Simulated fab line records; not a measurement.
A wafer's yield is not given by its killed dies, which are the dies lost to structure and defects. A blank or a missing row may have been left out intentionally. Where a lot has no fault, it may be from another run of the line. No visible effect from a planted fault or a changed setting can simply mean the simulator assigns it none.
Which tool did it? || flow gf180mcu || 6 lots with 18 wafers sampled at 3 steps, on a route of 602 steps

WHAT THE GAUGES READ, wafer by wafer
GF_VT_IMPLANT_TW_MEAS_32.
{"lot": "L477", "measured": "day 7 16:18", "on": "film_metro-01", "VT_IMPLANT_3_TW": "269.0 268.8 268.3"}
{"lot": "L481", "measured": "day 8 17:05", "on": "film_metro-01", "VT_IMPLANT_3_TW": "267.5 268.6 267.8"}
{"lot": "L484", "measured": "day 9 13:26", "on": "film_metro-04", "VT_IMPLANT_3_TW": "269.0 268.8 268.0"}
{"lot": "L487", "measured": "day 10 09:56", "on": "film_metro-04", "VT_IMPLANT_3_TW": "267.2 266.5 268.0"}
{"lot": "L495", "measured": "day 12 12:52", "on": "film_metro-01", "VT_IMPLANT_3_TW": "263.9 266.1 267.8"}
{"lot": "L497", "measured": "day 13 03:33", "on": "film_metro-01", "VT_IMPLANT_3_TW": "265.7 264.8 265.4"}

WHICH TOOL RAN EACH LOT (tool, then ch and the chambers of the sampled wafers, then the start)
{"lot": "L477", "GF_STI_STRIP_15": "plasma_asher-01 ch 0,1, day 2 17:09", "GF_NWELL_IMPLANT_09": "implanter-01 ch 0, day 4 00:15"}
{"lot": "L481", "GF_STI_STRIP_15": "plasma_asher-04 ch 0,1, day 3 12:58", "GF_NWELL_IMPLANT_09": "implanter-03 ch 0, day 4 20:32"}
{"lot": "L484", "GF_STI_STRIP_15": "plasma_asher-01 ch 1, day 4 05:20", "GF_NWELL_IMPLANT_09": "implanter-03 ch 0, day 5 14:42"}
{"lot": "L487", "GF_STI_STRIP_15": "plasma_asher-01 ch 0,1, day 4 21:34", "GF_NWELL_IMPLANT_09": "implanter-03 ch 0, day 6 07:52"}
{"lot": "L495", "GF_STI_STRIP_15": "plasma_asher-01 ch 0, day 6 14:50", "GF_NWELL_IMPLANT_09": "implanter-02 ch 0, day 8 02:28"}
{"lot": "L497", "GF_STI_STRIP_15": "plasma_asher-02 ch 0,1, day 7 00:04", "GF_NWELL_IMPLANT_09": "implanter-03 ch 0, day 8 13:08"}
- GF_STI_STRIP_15: strips in O2/N2.
- GF_NWELL_IMPLANT_09

THE ANSWER, worked out from the rows above alone
Rule: the lots themselves supply what counts as usual. Put in order of their means at a reading, lots are off if they are a third of the lots or fewer, leave a main group of 4 or more, and stand apart from it by a gap of 3 or more times the standard deviation of the main group's means; of several such gaps the widest counts. A main group is skipped when, at the precision printed for the reading in the tables above, its means are all equal. Also off: a lot with no number at a reading for which 4 or more lots have one. Any other lot the step has rows for is counted as sound.
Across all readings shown, no lot is off: no conclusion can be drawn from this.

WHAT HAD BEEN PUT IN BY THE SIMULATOR
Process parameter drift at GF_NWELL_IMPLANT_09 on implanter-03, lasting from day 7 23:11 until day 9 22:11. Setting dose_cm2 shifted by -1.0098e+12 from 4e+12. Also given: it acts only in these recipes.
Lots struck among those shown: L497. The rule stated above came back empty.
